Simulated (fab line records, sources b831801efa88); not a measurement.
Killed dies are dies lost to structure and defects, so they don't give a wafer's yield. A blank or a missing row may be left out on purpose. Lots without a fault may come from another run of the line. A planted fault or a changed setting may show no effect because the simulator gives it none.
fab line records | flow gf180mcu | part 1 of 2: steps 1 to 42 of 43
record lots=7 wafers=21 last_day=34
route steps=602 shown DUAL_GATE@145 POLY_GATE@157 HV_LDD@176 PASSIVATION@602
lots that met no fault: from a run of the same line without faults
start_h: hours from the record's first day to the start of the lot's first wafer shown | wait_h: hours since the lot's step before | " the same as in the row above | L1.1+2: a row that stands for several wafers | - no value, or no start given | * or withheld: withheld | < > ~ a bound
route shown NAME@n: a module of which the file shows steps, and the number in the route of the first | usual: mean/standard deviation of fault-free wafers | same: alike in all rows | chamber/n: place in a boat | sites: the reading at each site | _std_site: their standard deviation | _edge_site: outer sites' mean less inner sites' | radius_mm: how far each site lies from the wafer's centre | mask NAME#n: copy n | behind: the tool/chamber that last shaped the wafer | hold: why the lot was held/for how many hours/how that ended | device: the transistor (n, p or np) that didn't switch | end of line: the same wafers' tests at the end of the route | a step without rows: its recipe alone | killed: dies lost to structure and defects at the first sort, not the wafer's yield | map: a wafer's dies, x killed, . not, _ none there
set.NAME: the setting as run; set.NAME@STEP: as run at that earlier step | model.NAME: the simulator's own value behind a step, which no gauge read
lots at some steps of the route; a table a step, a row a wafer
services: from which hour (start_h, from the record's first day; less than 0 if before it) a tool's chamber was out of use, for how many hours, and why
## steps
# step GF_DUAL_GATE_DEHYDRATE_04
# recipe temp_c=200 time_s=60
# step GF_DUAL_GATE_HMDS_05
# recipe prime_time_s=60 prime_temp_c=120
# step GF_DUAL_GATE_COAT_06
# recipe resist=NOVOLAK spin_rpm=3000 resist_thk_nm=1000
# step GF_DUAL_GATE_SOFTBAKE_07
# recipe temp_c=90 time_s=60 resist=NOVOLAK
# step GF_DUAL_GATE_EXPOSE_08
# recipe mask_id=Dualgate target_cd_nm=700 na=0.6 source_shape=conventional sigma_outer=0.6 dose_mj=140
# step GF_DUAL_GATE_PEB_09
# recipe temp_c=withheld time_s=* resist=NOVOLAK
# step GF_DUAL_GATE_DEVELOP_10
# recipe develop_time_s=60 dev_temp_c=23
# step GF_DUAL_GATE_OVL_MEAS_11
# usual DUAL_GATE_OVL=0.6/1.6
# columns lot.wafer tool chamber start_h wait_h DUAL_GATE_OVL[nm]
L596.2 overlay-01 - 193.05 0.1 0.9
L596.5 " - " " 1.4
L596.6 " - " " 0.9
L601.1 overlay-02 - 225.98 0.1 2.9
L601.2 " - " " 2.9
L601.5 " - " " 2.4
L604.1 overlay-01 - 262.65 0.1 1.2
L604.5 " - " " 0.0
L604.6 " - " " 0.0
L609.1 overlay-02 - 287.68 0.1 2.1
L609.2 " - " " 3.7
L609.4 " - " " 2.2
L608.2 overlay-01 - 288.15 0.1 -0.8
L608.3 " - " " -0.2
L608.5 " - " " -2.0
L611.1 overlay-02 - 299.24 0.1 1.7
L611.2 " - " " 1.6
L611.6 " - " " 3.3
L615.2 overlay-02 - 329.65 0.1 4.5
L615.4 " - " " 2.1
L615.5 " - " " 3.3
# step GF_DUAL_GATE_WET_ETCH_12
# recipe chemistry=dHF target_depth_nm=13 dry=n2_spin target=SiO2 temp_c=25 dilution=100:1 time_s=260
# step GF_DUAL_GATE_STRIP_13
# recipe chemistry=O2/N2 power_w=1400 pressure_mtorr=1500 platen_temp_c=250 o2_flow_sccm=3000 n2_flow_sccm=300 overash_fraction=0.5
# step GF_DUAL_GATE_CLEAN_14
# recipe chemistry=SC1/SC2 mix=1:4:20 temp_c=70 time_s=150 dry=n2_spin
# step GF_DUAL_GATE_OXIDATION_15
# recipe temp_c=850 ambient=O2 stabilise_s=600 purge_s=300 target_thk_a=70.98 ox_time_s=1995
# step GF_POLY_GATE_CVD_00
# recipe material=poly-Si target_thk_nm=200 temp_c=620 time_s=1200 pressure_mtorr=200
# usual zone_power_bottom_pct=12.9/0.88
# columns lot.wafer tool chamber start_h wait_h zone_power_bottom_pct
L596.2 lpcvd-01 0 196.90 0.0 12.2
L596.5 " 0 " " 12.1
L596.6 " 0 " " 12.2
L601.1 lpcvd-01 0 227.80 0.0 12.1
L601.2 " 0 " " 11.9
L601.5 " 0 " " 12.4
L604.1 lpcvd-01 1 264.47 0.0 13.7
L604.5 " 1 " " 13.4
L604.6 " 1 " " 13.7
L608.2 lpcvd-01 0 290.78 0.0 12.1
L608.3 " 0 " " 12.1
L608.5 " 0 " " 12.0
L609.1 lpcvd-01 0 290.78 0.0 12.0
L609.2 " 0 " " 12.2
L609.4 " 0 " " 12.1
L611.1 lpcvd-01 0 301.06 0.0 12.1
L611.2 " 0 " " 12.1
L611.6 " 0 " " 11.9
L615.2 lpcvd-02 1 331.63 0.2 12.6
L615.4 " 1 " " 12.6
L615.5 " 1 " " 12.8
# step GF_POLY_GATE_THK_MEAS_01
# recipe reads=poly-Si_of_POLY_GATE_CVD_00
# usual POLY_GATE_CVD_00_THK=200.1/2
# columns lot.wafer tool chamber start_h wait_h POLY_GATE_CVD_00_THK[nm]
L596.2 film_metro-02 - 198.24 0.0 198.3
L596.5 " - " " 199.3
L596.6 " - " " 199.5
L601.1 film_metro-02 - 229.14 0.0 200.1
L601.2 " - " " 200.5
L601.5 " - " " 199.1
L604.1 film_metro-01 - 265.80 0.0 201.4
L604.5 " - " " 202.8
L604.6 " - " " 203.0
L609.1 film_metro-02 - 292.11 0.0 200.2
L609.2 " - " " 201.4
L609.4 " - " " 198.9
L608.2 film_metro-01 - 292.13 0.0 199.0
L608.3 " - " " 198.6
L608.5 " - " " 197.5
L611.1 film_metro-02 - 302.39 0.0 198.4
L611.2 " - " " 198.4
L611.6 " - " " 196.8
L615.2 film_metro-01 - 332.98 0.0 198.4
L615.4 " - " " 200.3
L615.5 " - " " 200.5
# step GF_POLY_GATE_DEHYDRATE_02
# recipe temp_c=200 time_s=60
# step GF_POLY_GATE_HMDS_03
# recipe prime_time_s=60 prime_temp_c=120
# step GF_POLY_GATE_COAT_04
# recipe resist=BARC temp_c=withheld time_s=withheld spin_rpm=withheld resist_thk_nm=withheld
# step GF_POLY_GATE_COAT_05
# recipe resist=KrF spin_rpm=withheld resist_thk_nm=700
# step GF_POLY_GATE_SOFTBAKE_06
# recipe temp_c=130 time_s=60 resist=KrF
# step GF_POLY_GATE_EXPOSE_07
# recipe mask_id=Poly2 target_cd_nm=280 na=0.68 source_shape=conventional sigma_outer=0.6 dose_mj=28
# step GF_POLY_GATE_PEB_08
# recipe peb_temp_c=135 peb_time_s=92.42 resist=KrF
# usual plate_sensor_t_centre_C=136.13/0.01 plate_sensor_t_edge_C=136.3/0.011
# columns lot.wafer tool chamber start_h wait_h plate_sensor_t_centre_C plate_sensor_t_edge_C
L596.2 litho_track-03 0 - - 136.13 136.28
L596.5 " 0 " " 136.13 136.31
L596.6 " 0 " " 136.12 136.29
L601.1 litho_track-01 0 - - 136.12 136.3
L601.2 " 0 " " 136.13 136.29
L601.5 " 0 " " 136.13 136.3
L604.1 litho_track-03 0 - - 136.12 136.27
L604.5 " 0 " " 136.11 136.29
L604.6 " 0 " " 136.14 136.29
L609.1 litho_track-03 0 - - 136.11 136.29
L609.2 " 0 " " 136.13 136.28
L609.4 " 0 " " 136.13 136.29
L608.2 litho_track-02 0 - - 136.14 136.31
L608.3 " 0 " " 136.14 136.31
L608.5 " 0 " " 136.14 136.28
L611.1 litho_track-02 0 - - 136.12 136.31
L611.2 " 0 " " 136.13 136.3
L611.6 " 0 " " 136.13 136.29
L615.2 litho_track-03 0 - - 136.13 136.28
L615.4 " 0 " " 136.14 136.29
L615.5 " 0 " " 136.12 136.29
# step GF_POLY_GATE_DEVELOP_09
# recipe develop_time_s=60 resist=KrF dev_temp_c=21
# step GF_POLY_GATE_CD_MEAS_10
# recipe target_cd_nm=280
# usual cd_nm=280.4/1.6
# columns lot.wafer tool chamber start_h wait_h cd_nm
L596.2 cd_sem-02 - 215.22 0.1 279.8
L596.5 " - " " 280.6
L596.6 " - " " 280.6
L601.1 cd_sem-01 - 247.31 0.1 279.5
L601.2 " - " " 279.6
L601.5 " - " " 278.4
L604.1 cd_sem-02 - 284.90 0.1 279.7
L604.5 " - " " 280.1
L604.6 " - " " 280.4
L609.1 cd_sem-02 - 311.90 0.1 280.9
L609.2 " - " " 279.9
L609.4 " - " " 280.3
L608.2 cd_sem-02 - 316.25 0.1 282.6
L608.3 " - " " 283.4
L608.5 " - " " 282.7
L611.1 cd_sem-02 - 322.73 0.1 283.8
L611.2 " - " " 283.4
L611.6 " - " " 283.6
L615.2 cd_sem-02 - 354.02 0.1 280.0
L615.4 " - " " 280.9
L615.5 " - " " 281.8
# step GF_POLY_GATE_OVL_MEAS_11
# usual POLY_GATE_OVL=-4/4.9
# columns lot.wafer tool chamber start_h wait_h POLY_GATE_OVL[nm]
L596.2 overlay-01 - 215.32 0.1 -14
L596.5 " - " " -12
L596.6 " - " " -10
L601.1 overlay-02 - 247.43 0.1 -1
L601.2 " - " " 4
L601.5 " - " " -4
L604.1 overlay-01 - 285.02 0.1 -9
L604.5 " - " " -12
L604.6 " - " " -6
L609.1 overlay-01 - 312.02 0.1 -3
L609.2 " - " " -3
L609.4 " - " " -12
L608.2 overlay-02 - 316.36 0.1 1
L608.3 " - " " -7
L608.5 " - " " -4
L611.1 overlay-02 - 322.85 0.1 0
L611.2 " - " " 0
L611.6 " - " " 3
L615.2 overlay-01 - 354.12 0.1 3
L615.4 " - " " -1
L615.5 " - " " 1
# step GF_POLY_GATE_ETCH_12
# recipe chemistry=N2/H2 target_depth_a=withheld overetch_a=withheld time_s=withheld target=BARC ion_energy_ev=200 source_w=500 bias_w=100 pressure_mtorr=30 n2_flow_sccm=100 h2_flow_sccm=200
# usual drypump_motor_current_A=5.8/0.56 oes_product_au=0.735/0.0043 rf_fwd_power_W=496.0/2.5 throttle_valve_pct=13.213/0.0088
# columns lot.wafer tool chamber start_h wait_h drypump_motor_current_A oes_product_au rf_fwd_power_W throttle_valve_pct
L596.2 rie_diel-01 2 215.35 0.0 6.4 0.732 496.2 13.209
L596.5 " 1 " " 5.4 0.734 491.4 13.207
L596.6 " 3 " " 6.5 0.734 500.2 13.226
L601.1 rie_diel-01 0 247.46 0.0 5.4 0.736 497.8 13.218
L601.2 " 2 " " 6.3 0.740 496.2 13.211
L601.5 " 3 " " 6.5 0.741 498.4 13.210
L604.1 rie_diel-01 0 285.05 0.0 5.4 0.728 497.0 13.208
L604.5 " 0 " " 5.4 0.735 495.9 13.221
L604.6 " 3 " " 6.5 0.733 495.6 13.216
L609.1 rie_diel-02 2 312.05 0.0 5.4 0.737 495.9 13.226
L609.2 " 1 " " 5.5 0.731 497.8 13.215
L609.4 " 3 " " 6.6 0.737 488.9 13.220
L608.2 rie_diel-02 3 316.39 0.0 6.6 0.736 491.4 13.203
L608.3 " 1 " " 5.5 0.740 496.7 13.211
L608.5 " 1 " " 5.5 0.737 498.9 13.197
L611.1 rie_diel-03 3 322.89 0.0 5.7 0.728 495.9 13.217
L611.2 " 0 " " 5.8 0.731 496.5 13.228
L611.6 " 0 " " 5.8 0.735 499.4 13.211
L615.2 rie_diel-01 0 354.15 0.0 5.4 0.729 498.0 13.198
L615.4 " 3 " " 6.5 0.731 501.2 13.234
L615.5 " 3 " " 6.5 0.732 497.9 13.225
# step GF_POLY_GATE_ETCH_13
# recipe target=poly-Si target_depth_nm=198.5 stop_on=SiO2 over_etch_frac=0.403 chemistry=HBr/Cl2 icp_w=400 bias_w=100 pressure_mtorr=10 HBr_flow_sccm=150 Cl2_flow_sccm=50 time_s=69.6
# usual drypump_motor_current_A=5.7/0.48 oes_product_au=0.992/0.0092 rf_fwd_power_W=397.0/1.6 throttle_valve_pct=33.685/0.0095
# columns lot.wafer tool chamber start_h wait_h drypump_motor_current_A oes_product_au rf_fwd_power_W rf_hours_counter_h throttle_valve_pct
L596.2 rie_si-02 2 215.41 - 6.4 0.997 395.3 3 33.701
L596.5 " 2 " " 6.4 0.998 395.3 - 33.681
L596.6 " 1 " " 5.6 0.983 396.7 - 33.691
L601.1 rie_si-01 0 247.51 - 5.7 0.991 399.1 2 33.692
L601.2 " 1 " " 5.1 1.004 396.1 4 33.679
L601.5 " 0 " " 5.7 0.993 399.2 - 33.675
L604.1 rie_si-01 1 285.10 - 5.0 1.000 397.0 4 33.674
L604.5 " 2 " " 5.8 1.005 396.0 - 33.702
L604.6 " 0 " " 5.6 0.999 398.3 - 33.673
L609.1 rie_si-02 2 312.10 - 6.4 0.999 396.0 4 33.678
L609.2 " 3 " " 5.1 0.991 397.4 1 33.701
L609.4 " 0 " " 5.9 0.980 397.8 45 33.675
L608.2 rie_si-02 2 316.44 - 6.5 0.988 395.4 4 33.701
L608.3 " 1 " " 5.6 1.000 397.1 0 33.694
L608.5 " 0 " " 5.9 0.983 399.1 - 33.693
L611.1 rie_si-01 3 322.94 - 6.3 0.987 393.1 28 33.691
L611.2 " 1 " " 5.0 0.990 397.0 5 33.677
L611.6 " 3 " " 6.4 0.991 394.0 - 33.708
L615.2 rie_si-02 1 354.20 - 5.6 0.990 398.9 1 33.682
L615.4 " 0 " " 5.9 0.974 398.0 45 33.676
L615.5 " 2 " " 6.5 1.002 397.2 - 33.689
# step GF_POLY_GATE_STRIP_14
# recipe chemistry=O2/N2 power_w=1400 pressure_mtorr=1500 platen_temp_c=250 o2_flow_sccm=3000 n2_flow_sccm=300 overash_fraction=0.5
# usual drypump_motor_current_A=5.5/0.56 heater_power_w=341/20 oes_product_au=0.505/0.0045
# columns lot.wafer tool chamber start_h wait_h drypump_motor_current_A heater_power_w oes_product_au rf_hours_counter_h
L596.2 plasma_asher-01 0 215.46 0.0 4.7 368 0.504 43
L596.5 " 1 " " 6.0 314 0.501 -
L596.6 " 0 " " 4.7 367 0.510 -
L601.1 plasma_asher-04 1 247.57 0.0 6.1 345 0.507 54
L601.2 " 0 " " 5.3 321 0.507 54
L601.5 " 1 " " 6.1 330 0.504 -
L604.1 plasma_asher-01 1 285.16 0.0 6.0 323 0.504 50
L604.5 " 0 " " 4.7 362 0.510 -
L604.6 " 1 " " 6.0 327 0.500 -
L609.1 plasma_asher-02 0 312.16 0.0 5.3 336 0.509 22
L609.2 " 1 " " 5.7 356 0.501 22
L609.4 " 1 " " 5.7 364 0.504 -
L608.2 plasma_asher-01 0 316.49 0.0 4.7 369 0.506 53
L608.3 " 0 " " 4.7 370 0.502 -
L608.5 " 1 " " 6.0 327 0.502 -
L611.1 plasma_asher-01 0 322.99 0.0 4.7 354 0.505 53
L611.2 " 1 " " 6.0 323 0.510 53
L611.6 " 0 " " 4.7 373 0.502 -
L615.2 plasma_asher-01 1 354.26 0.0 6.0 319 0.503 56
L615.4 " 0 " " 4.7 377 0.509 -
L615.5 " 1 " " 6.0 323 0.515 -
# step GF_POLY_GATE_CLEAN_15
# recipe chemistry=SC1/SC2 mix=1:4:20 temp_c=70 time_s=150 dry=n2_spin
# step GF_POLY_GATE_OXIDATION_16
# recipe temp_c=850 ambient=O2 stabilise_s=600 purge_s=300 target_thk_a=40 ox_time_s=899
# step GF_POLY_GATE_THK_MEAS_17
# recipe reads=SiO2_of_POLY_GATE_OXIDATION_16
# usual POLY_GATE_OXIDATION_THK=4.00/0.092
# columns lot.wafer tool chamber start_h wait_h POLY_GATE_OXIDATION_THK[nm]
L596.2 film_metro-01 - 217.77 0.0 4.10
L596.5 " - " " 4.10
L596.6 " - " " 4.02
L601.1 film_metro-04 - 249.31 0.0 4.27
L601.2 " - " " 4.15
L601.5 " - " " 4.15
L604.1 film_metro-04 - 286.58 0.0 3.86
L604.5 " - " " 3.84
L604.6 " - " " 3.82
L609.1 film_metro-02 - 313.56 0.0 3.95
L609.2 " - " " 3.97
L609.4 " - " " 4.02
L608.2 film_metro-04 - 317.90 0.0 4.05
L608.3 " - " " 3.98
L608.5 " - " " 4.13
L611.1 film_metro-04 - 325.09 0.0 4.04
L611.2 " - " " 3.99
L611.6 " - " " 4.04
L615.2 film_metro-02 - 356.81 0.0 4.09
L615.4 " - " " 4.08
L615.5 " - " " 4.06
# step GF_POLY_GATE_CD_MEAS_18
# usual cd_nm=279.8/2.5
# columns lot.wafer tool chamber start_h wait_h cd_nm
L596.2 cd_sem-02 - 217.85 0.1 279.3
L596.5 " - " " 278.8
L596.6 " - " " 282.0
L601.1 cd_sem-01 - 249.37 0.1 281.1
L601.2 " - " " 280.6
L601.5 " - " " 279.8
L604.1 cd_sem-01 - 286.64 0.1 282.0
L604.5 " - " " 280.1
L604.6 " - " " 280.6
L609.1 cd_sem-01 - 313.62 0.1 279.7
L609.2 " - " " 277.2
L609.4 " - " " 277.9
L608.2 cd_sem-01 - 317.98 0.1 281.6
L608.3 " - " " 282.4
L608.5 " - " " 280.7
L611.1 cd_sem-02 - 325.15 0.1 285.4
L611.2 " - " " 286.4
L611.6 " - " " 283.8
L615.2 cd_sem-01 - 356.88 0.1 280.2
L615.4 " - " " 281.0
L615.5 " - " " 282.2
# step GF_HV_LDD_DEHYDRATE_00
# recipe temp_c=200 time_s=60
# step GF_HV_LDD_HMDS_01
# recipe prime_time_s=60 prime_temp_c=120
# step GF_HV_LDD_COAT_02
# recipe resist=NOVOLAK spin_rpm=3000 resist_thk_nm=1005
# step GF_HV_LDD_SOFTBAKE_03
# recipe temp_c=90 time_s=60 resist=NOVOLAK
# step GF_HV_LDD_EXPOSE_04
# recipe mask_id=Nplus_LV_AREA target_cd_nm=400 na=0.6 source_shape=conventional sigma_outer=0.6 dose_mj=140
# step GF_HV_LDD_PEB_05
# recipe temp_c=withheld time_s=* resist=NOVOLAK
# step GF_HV_LDD_DEVELOP_06
# recipe develop_time_s=60 dev_temp_c=23
# step GF_HV_LDD_CD_MEAS_07
# recipe target_cd_nm=400
# usual cd_nm=401.1/2.2
# columns lot.wafer tool chamber start_h wait_h cd_nm
L596.2 cd_sem-02 - 235.61 0.1 402.6
L596.5 " - " " 402.1
L596.6 " - " " 402.5
L601.1 cd_sem-02 - 268.44 0.1 398.3
L601.2 " - " " 398.3
L601.5 " - " " 394.9
L604.1 cd_sem-02 - 306.63 0.1 397.9
L604.5 " - " " 401.6
L604.6 " - " " 401.3
L609.1 cd_sem-01 - 334.81 0.1 399.0
L609.2 " - " " 398.7
L609.4 " - " " 399.5
L608.2 cd_sem-01 - 339.28 0.1 403.4
L608.3 " - " " 401.2
L608.5 " - " " 402.6
L611.1 cd_sem-01 - 346.29 0.1 405.4
L611.2 " - " " 404.4
L611.6 " - " " 403.8
L615.2 cd_sem-01 - 379.12 0.1 400.3
L615.4 " - " " 398.4
L615.5 " - " " 398.9
# step GF_HV_LDD_OVL_MEAS_08
# usual HV_LDD_OVL=1.1/1.2
# columns lot.wafer tool chamber start_h wait_h HV_LDD_OVL[nm]
L596.2 overlay-01 - 235.71 0.1 0.4
L596.5 " - " " -1.4
L596.6 " - " " -0.1
L601.1 overlay-01 - 268.56 0.1 0.0
L601.2 " - " " 2.3
L601.5 " - " " 0.9
L604.1 overlay-01 - 306.75 0.1 0.2
L604.5 " - " " -1.1
L604.6 " - " " 0.9
L609.1 overlay-01 - 334.93 0.1 -0.8
L609.2 " - " " -0.3
L609.4 " - " " 0.9
L608.2 overlay-02 - 339.38 0.1 2.7
L608.3 " - " " 1.9
L608.5 " - " " 1.2
L611.1 overlay-01 - 346.41 0.1 0.2
L611.2 " - " " 0.9
L611.6 " - " " 0.3
L615.2 overlay-01 - 379.23 0.1 -0.2
L615.4 " - " " 0.5
L615.5 " - " " -0.2
# step GF_HV_LDD_IMPLANT_09
# recipe species=As energy_kev=40 dose_cm2=1e+14 tilt_deg=7
# step GF_HV_LDD_STRIP_10
# recipe chemistry=O2/N2 power_w=1400 pressure_mtorr=1500 platen_temp_c=250 o2_flow_sccm=3000 n2_flow_sccm=300 overash_fraction=0.5
# usual drypump_motor_current_A=5.7/0.39 heater_power_w=331/25 oes_product_au=0.716/0.0045 strip_time_to_endpoint_s=12.71/0.038
# columns lot.wafer tool chamber start_h wait_h drypump_motor_current_A heater_power_w oes_product_au rf_hours_counter_h strip_time_to_endpoint_s
L596.2 plasma_asher-02 1 235.89 0.1 5.7 358 0.708 12 12.72
L596.5 " 1 " " 5.7 369 0.723 - 12.69
L596.6 " 0 " " 5.4 341 0.707 - 12.72
L601.1 plasma_asher-04 0 268.74 0.1 5.3 310 0.715 55 12.77
L601.2 " 1 " " 6.1 340 0.724 55 12.73
L601.5 " 0 " " 5.3 304 0.713 - 12.71
L604.1 plasma_asher-03 0 306.94 0.1 5.5 284 0.714 73 12.69
L604.5 " 0 " " 5.5 286 0.721 - 12.70
L604.6 " 1 " " 6.4 335 0.714 - 12.68
L609.1 plasma_asher-04 1 335.11 0.1 6.1 344 0.716 62 12.71
L609.2 " 0 " " 5.3 312 0.718 62 12.72
L609.4 " 0 " " 5.3 313 0.710 - 12.77
L608.2 plasma_asher-03 0 339.56 0.1 5.5 289 0.706 77 12.65
L608.3 " 1 " " 6.4 345 0.711 - 12.68
L608.5 " 1 " " 6.4 340 0.712 - 12.67
L611.1 plasma_asher-04 0 346.59 0.1 5.3 313 0.719 63 12.69
L611.2 " 1 " " 6.1 341 0.706 63 12.67
L611.6 " 0 " " 5.3 322 0.714 - 12.75
L615.2 plasma_asher-02 1 379.41 0.1 5.7 367 0.715 29 12.72
L615.4 " 1 " " 5.7 361 0.714 - 12.70
L615.5 " 1 " " 5.7 375 0.718 - 12.71
